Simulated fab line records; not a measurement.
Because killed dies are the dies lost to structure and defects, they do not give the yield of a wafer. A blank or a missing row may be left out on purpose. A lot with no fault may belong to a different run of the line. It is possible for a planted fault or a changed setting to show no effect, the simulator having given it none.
Which tool was responsible? / flow sky130 / 13 lots, 39 wafers sampled, at 5 steps of a route of 708

== WHAT EACH GAUGE READ, for each wafer ==
SKY_VT_ADJUST_LVTN_TW_MEAS_21.
lot=L231; measured=day 7 12:39; on=film-metro-03; VT_ADJUST_LVTN_2_TW=186.8 186.0 185.8
lot=L232; measured=day 8 00:34; on=film-metro-04; VT_ADJUST_LVTN_2_TW=189.0 189.7 190.4
lot=L234; measured=day 8 15:28; on=film-metro-02; VT_ADJUST_LVTN_2_TW=191.9 190.4 190.5
lot=L235; measured=day 8 21:09; on=film-metro-03; VT_ADJUST_LVTN_2_TW=186.2 187.0 187.3
lot=L236; measured=day 9 05:28; on=film-metro-02; VT_ADJUST_LVTN_2_TW=189.8 189.7 188.9
lot=L237; measured=day 9 14:19; on=film-metro-03; VT_ADJUST_LVTN_2_TW=186.9 187.7 187.2
lot=L238; measured=day 9 23:10; on=film-metro-02; VT_ADJUST_LVTN_2_TW=191.9 191.0 189.3
lot=L239; measured=day 9 23:45; on=film-metro-02; VT_ADJUST_LVTN_2_TW=190.3 190.1 190.2
lot=L240; measured=day 10 10:10; on=film-metro-03; VT_ADJUST_LVTN_2_TW=187.1 188.1 187.7
lot=L241; measured=day 10 13:01; on=film-metro-04; VT_ADJUST_LVTN_2_TW=190.2 190.1 190.3
lot=L243; measured=day 11 08:03; on=film-metro-02; VT_ADJUST_LVTN_2_TW=191.7 192.5 192.0
lot=L247; measured=day 12 06:10; on=film-metro-02; VT_ADJUST_LVTN_2_TW=30.5 30.3 30.4
lot=L254; measured=day 14 03:28; on=film-metro-02; VT_ADJUST_LVTN_2_TW=190.2 189.2 189.8

SKY_LI_CONTACT_OVL_MEAS_13.
lot=L231; measured=day 29 09:05; on=overlay-01; LI_CONTACT_OVL (nm)=-4 -5 -4
lot=L232; measured=day 30 08:37; on=overlay-01; LI_CONTACT_OVL (nm)=-8 -9 -7
lot=L234; measured=day 30 18:02; on=overlay-02; LI_CONTACT_OVL (nm)=6 -5 -1
lot=L235; measured=day 30 16:31; on=overlay-01; LI_CONTACT_OVL (nm)=4 -1 6
lot=L236; measured=day 30 21:37; on=overlay-02; LI_CONTACT_OVL (nm)=1 -8 -3
lot=L237; measured=day 31 15:38; on=overlay-01; LI_CONTACT_OVL (nm)=-7 -8 -9
lot=L238; measured=day 31 23:58; on=overlay-02; LI_CONTACT_OVL (nm)=-7 -9 -8
lot=L239; measured=day 32 02:08; on=overlay-01; LI_CONTACT_OVL (nm)=-3 3 -3
lot=L240; measured=day 32 03:27; on=overlay-01; LI_CONTACT_OVL (nm)=4 3 5
lot=L241; measured=day 32 15:53; on=overlay-02; LI_CONTACT_OVL (nm)=-6 -9 -3
lot=L243; measured=day 33 06:59; on=overlay-01; LI_CONTACT_OVL (nm)=-2 0 0
lot=L247; measured=day 34 07:19; on=overlay-02; LI_CONTACT_OVL (nm)=1 1 3
lot=L254; measured=day 36 12:50; on=overlay-02; LI_CONTACT_OVL (nm)=-3 -4 -1

== WHAT TOOL EACH LOT RAN ON (gives the tool, then ch and the chambers of the sampled wafers, and finally the start) ==
lot=L231; SKY_VT_ADJUST_LVTN_STRIP_09=plasma-asher-02 ch 0,1, day 6 16:48; SKY_VT_ADJUST_LVTN_STRIP_20=plasma-asher-04 ch 0,1, day 7 12:33; SKY_SD_N_STRIP_11=plasma-asher-03 ch 0,1, day 28 03:59
lot=L232; SKY_VT_ADJUST_LVTN_STRIP_09=plasma-asher-02 ch 0,1, day 7 04:20; SKY_VT_ADJUST_LVTN_STRIP_20=plasma-asher-04 ch 0,1, day 8 00:29; SKY_SD_N_STRIP_11=plasma-asher-04 ch 0,1, day 29 03:47
lot=L234; SKY_VT_ADJUST_LVTN_STRIP_09=plasma-asher-04 ch 0,1, day 7 18:09; SKY_VT_ADJUST_LVTN_STRIP_20=plasma-asher-04 ch 0, day 8 15:21; SKY_SD_N_STRIP_11=plasma-asher-04 ch 0,1, day 29 12:07
lot=L235; SKY_VT_ADJUST_LVTN_STRIP_09=plasma-asher-02 ch 0,1, day 7 23:23; SKY_VT_ADJUST_LVTN_STRIP_20=plasma-asher-03 ch 0,1, day 8 21:02; SKY_SD_N_STRIP_11=plasma-asher-03 ch 0,1, day 29 11:23
lot=L236; SKY_VT_ADJUST_LVTN_STRIP_09=plasma-asher-02 ch 0,1, day 8 07:39; SKY_VT_ADJUST_LVTN_STRIP_20=plasma-asher-02 ch 0,1, day 9 05:22; SKY_SD_N_STRIP_11=plasma-asher-04 ch 0,1, day 29 16:44
lot=L237; SKY_VT_ADJUST_LVTN_STRIP_09=plasma-asher-03 ch 0,1, day 8 16:08; SKY_VT_ADJUST_LVTN_STRIP_20=plasma-asher-04 ch 0,1, day 9 14:13; SKY_SD_N_STRIP_11=plasma-asher-04 ch 0,1, day 30 10:52
lot=L238; SKY_VT_ADJUST_LVTN_STRIP_09=plasma-asher-03 ch 0,1, day 9 01:49; SKY_VT_ADJUST_LVTN_STRIP_20=plasma-asher-04 ch 0,1, day 9 23:03; SKY_SD_N_STRIP_11=plasma-asher-03 ch 0,1, day 30 18:56
lot=L239; SKY_VT_ADJUST_LVTN_STRIP_09=plasma-asher-03 ch 0, day 9 02:23; SKY_VT_ADJUST_LVTN_STRIP_20=plasma-asher-03 ch 0,1, day 9 23:38; SKY_SD_N_STRIP_11=plasma-asher-03 ch 1, day 30 21:13
lot=L240; SKY_VT_ADJUST_LVTN_STRIP_09=plasma-asher-04 ch 0,1, day 9 11:19; SKY_VT_ADJUST_LVTN_STRIP_20=plasma-asher-03 ch 0,1, day 10 10:04; SKY_SD_N_STRIP_11=plasma-asher-04 ch 0,1, day 30 22:58
lot=L241; SKY_VT_ADJUST_LVTN_STRIP_09=plasma-asher-02 ch 0,1, day 9 14:34; SKY_VT_ADJUST_LVTN_STRIP_20=plasma-asher-03 ch 0,1, day 10 12:55; SKY_SD_N_STRIP_11=plasma-asher-04 ch 0,1, day 31 11:26
lot=L243; SKY_VT_ADJUST_LVTN_STRIP_09=plasma-asher-03 ch 0,1, day 10 08:26; SKY_VT_ADJUST_LVTN_STRIP_20=plasma-asher-03 ch 0, day 11 07:57; SKY_SD_N_STRIP_11=plasma-asher-03 ch 0,1, day 32 02:47
lot=L247; SKY_VT_ADJUST_LVTN_STRIP_09=plasma-asher-02 ch 0,1, day 11 07:41; SKY_VT_ADJUST_LVTN_STRIP_20=plasma-asher-04 ch 0,1, day 12 06:04; SKY_SD_N_STRIP_11=plasma-asher-03 ch 0,1, day 33 03:19
lot=L254; SKY_VT_ADJUST_LVTN_STRIP_09=plasma-asher-04 ch 0,1, day 13 02:14; SKY_VT_ADJUST_LVTN_STRIP_20=plasma-asher-02 ch 0,1, day 14 03:22; SKY_SD_N_STRIP_11=plasma-asher-02 ch 0,1, day 35 09:31
- SKY_VT_ADJUST_LVTN_STRIP_09: strips in O2/N2.
- SKY_VT_ADJUST_LVTN_STRIP_20: strips in O2/N2.
- SKY_SD_N_STRIP_11: strips in O2/N2.

== AS READ BY THE TOOLS THEMSELVES (means over the sampled wafers that have a number; for cases with no such wafer, the mark the record gives instead) ==
SKY_VT_ADJUST_LVTN_STRIP_09.
lot=L231; tool=plasma-asher-02; drypump-motor-current-A (A)=6.0; oes-product-au (a.u.)=0.723; strip-time-to-endpoint-s (s)=37.04
lot=L232; tool=plasma-asher-02; drypump-motor-current-A (A)=6.0; oes-product-au (a.u.)=0.720; strip-time-to-endpoint-s (s)=37.14
lot=L234; tool=plasma-asher-04; drypump-motor-current-A (A)=6.2; oes-product-au (a.u.)=0.730; strip-time-to-endpoint-s (s)=36.91
lot=L235; tool=plasma-asher-02; drypump-motor-current-A (A)=6.0; oes-product-au (a.u.)=0.722; strip-time-to-endpoint-s (s)=36.96
lot=L236; tool=plasma-asher-02; drypump-motor-current-A (A)=6.3; oes-product-au (a.u.)=0.724; strip-time-to-endpoint-s (s)=36.97
lot=L237; tool=plasma-asher-03; drypump-motor-current-A (A)=5.9; oes-product-au (a.u.)=0.724; strip-time-to-endpoint-s (s)=36.95
lot=L238; tool=plasma-asher-03; drypump-motor-current-A (A)=5.9; oes-product-au (a.u.)=0.723; strip-time-to-endpoint-s (s)=36.97
lot=L239; tool=plasma-asher-03; drypump-motor-current-A (A)=6.2; oes-product-au (a.u.)=0.721; strip-time-to-endpoint-s (s)=37.00
lot=L240; tool=plasma-asher-04; drypump-motor-current-A (A)=6.2; oes-product-au (a.u.)=0.722; strip-time-to-endpoint-s (s)=36.88
lot=L241; tool=plasma-asher-02; drypump-motor-current-A (A)=6.3; oes-product-au (a.u.)=0.719; strip-time-to-endpoint-s (s)=36.82
lot=L243; tool=plasma-asher-03; drypump-motor-current-A (A)=5.9; oes-product-au (a.u.)=0.724; strip-time-to-endpoint-s (s)=36.90
lot=L247; tool=plasma-asher-02; drypump-motor-current-A (A)=6.0; oes-product-au (a.u.)=0.931; strip-time-to-endpoint-s (s)=-
lot=L254; tool=plasma-asher-04; drypump-motor-current-A (A)=6.2; oes-product-au (a.u.)=0.723; strip-time-to-endpoint-s (s)=37.02

SKY_VT_ADJUST_LVTN_STRIP_20.
lot=L231; tool=plasma-asher-04; drypump-motor-current-A (A)=5.6; oes-product-au (a.u.)=0.714; strip-time-to-endpoint-s (s)=14.14
lot=L232; tool=plasma-asher-04; drypump-motor-current-A (A)=6.2; oes-product-au (a.u.)=0.721; strip-time-to-endpoint-s (s)=14.16
lot=L234; tool=plasma-asher-04; drypump-motor-current-A (A)=5.1; oes-product-au (a.u.)=0.716; strip-time-to-endpoint-s (s)=14.18
lot=L235; tool=plasma-asher-03; drypump-motor-current-A (A)=5.6; oes-product-au (a.u.)=0.714; strip-time-to-endpoint-s (s)=14.15
lot=L236; tool=plasma-asher-02; drypump-motor-current-A (A)=6.3; oes-product-au (a.u.)=0.713; strip-time-to-endpoint-s (s)=14.22
lot=L237; tool=plasma-asher-04; drypump-motor-current-A (A)=6.2; oes-product-au (a.u.)=0.717; strip-time-to-endpoint-s (s)=14.22
lot=L238; tool=plasma-asher-04; drypump-motor-current-A (A)=5.7; oes-product-au (a.u.)=0.713; strip-time-to-endpoint-s (s)=14.17
lot=L239; tool=plasma-asher-03; drypump-motor-current-A (A)=5.9; oes-product-au (a.u.)=0.719; strip-time-to-endpoint-s (s)=14.20
lot=L240; tool=plasma-asher-03; drypump-motor-current-A (A)=5.6; oes-product-au (a.u.)=0.716; strip-time-to-endpoint-s (s)=14.20
lot=L241; tool=plasma-asher-03; drypump-motor-current-A (A)=5.6; oes-product-au (a.u.)=0.718; strip-time-to-endpoint-s (s)=14.21
lot=L243; tool=plasma-asher-03; drypump-motor-current-A (A)=6.2; oes-product-au (a.u.)=0.711; strip-time-to-endpoint-s (s)=14.08
lot=L247; tool=plasma-asher-04; drypump-motor-current-A (A)=5.7; oes-product-au (a.u.)=0.723; strip-time-to-endpoint-s (s)=36.75
lot=L254; tool=plasma-asher-02; drypump-motor-current-A (A)=6.0; oes-product-au (a.u.)=0.714; strip-time-to-endpoint-s (s)=14.20

SKY_SD_N_STRIP_11.
lot=L231; tool=plasma-asher-03; drypump-motor-current-A (A)=5.9; oes-product-au (a.u.)=0.531; strip-time-to-endpoint-s (s)=22.53
lot=L232; tool=plasma-asher-04; drypump-motor-current-A (A)=5.6; oes-product-au (a.u.)=0.530; strip-time-to-endpoint-s (s)=22.65
lot=L234; tool=plasma-asher-04; drypump-motor-current-A (A)=6.2; oes-product-au (a.u.)=0.528; strip-time-to-endpoint-s (s)=22.51
lot=L235; tool=plasma-asher-03; drypump-motor-current-A (A)=5.6; oes-product-au (a.u.)=0.524; strip-time-to-endpoint-s (s)=22.65
lot=L236; tool=plasma-asher-04; drypump-motor-current-A (A)=6.2; oes-product-au (a.u.)=0.522; strip-time-to-endpoint-s (s)=22.57
lot=L237; tool=plasma-asher-04; drypump-motor-current-A (A)=5.6; oes-product-au (a.u.)=0.524; strip-time-to-endpoint-s (s)=22.56
lot=L238; tool=plasma-asher-03; drypump-motor-current-A (A)=5.9; oes-product-au (a.u.)=0.527; strip-time-to-endpoint-s (s)=22.64
lot=L239; tool=plasma-asher-03; drypump-motor-current-A (A)=5.2; oes-product-au (a.u.)=0.523; strip-time-to-endpoint-s (s)=22.58
lot=L240; tool=plasma-asher-04; drypump-motor-current-A (A)=5.6; oes-product-au (a.u.)=0.526; strip-time-to-endpoint-s (s)=22.55
lot=L241; tool=plasma-asher-04; drypump-motor-current-A (A)=6.2; oes-product-au (a.u.)=0.527; strip-time-to-endpoint-s (s)=22.60
lot=L243; tool=plasma-asher-03; drypump-motor-current-A (A)=5.6; oes-product-au (a.u.)=0.526; strip-time-to-endpoint-s (s)=22.59
lot=L247; tool=plasma-asher-03; drypump-motor-current-A (A)=5.9; oes-product-au (a.u.)=0.521; strip-time-to-endpoint-s (s)=22.57
lot=L254; tool=plasma-asher-02; drypump-motor-current-A (A)=6.3; oes-product-au (a.u.)=0.526; strip-time-to-endpoint-s (s)=22.55

== THE ANSWER, worked out from the rows above alone ==
Rule: the lots themselves supply what counts as usual. Put in order of their means at a reading, lots are off if they are a third of the lots or fewer, leave a main group of 4 or more, and stand apart from it by a gap of 3 or more times the standard deviation of the main group's means; of several such gaps the widest counts. Not used: any main group whose means are identical at the precision the tables above print for the reading. A lot without any number at a reading at which 4 lots or more have one is off too. All remaining lots with rows at the step are treated as sound. Order of review: gauges by route order, followed by the tools' own readings, for which a lot's mean as printed above is used. At the first step where some lot is off, the reading lying furthest off is the one used; lots without a number count as furthest.
Off: L247, seen at SKY_VT_ADJUST_LVTN_TW_MEAS_21 (VT_ADJUST_LVTN_2_TW). For the main group the mean is 189.2 and the standard deviation 1.8.
If a tool, at a process step before that reading, ran all the lots that are off and no sound lot after the first of them, it fits. Not tried: the gauges at SKY_VT_ADJUST_LVTN_TW_MEAS_21; whatever is off there is also off at SKY_VT_ADJUST_LVTN_STRIP_09, on other tools, and gauge error can't account for it. Undecided on this evidence; 2 tools fit (plasma-asher-02 at SKY_VT_ADJUST_LVTN_STRIP_09, plasma-asher-04 at SKY_VT_ADJUST_LVTN_STRIP_20).

== WHAT THE SIMULATOR PUT IN ==
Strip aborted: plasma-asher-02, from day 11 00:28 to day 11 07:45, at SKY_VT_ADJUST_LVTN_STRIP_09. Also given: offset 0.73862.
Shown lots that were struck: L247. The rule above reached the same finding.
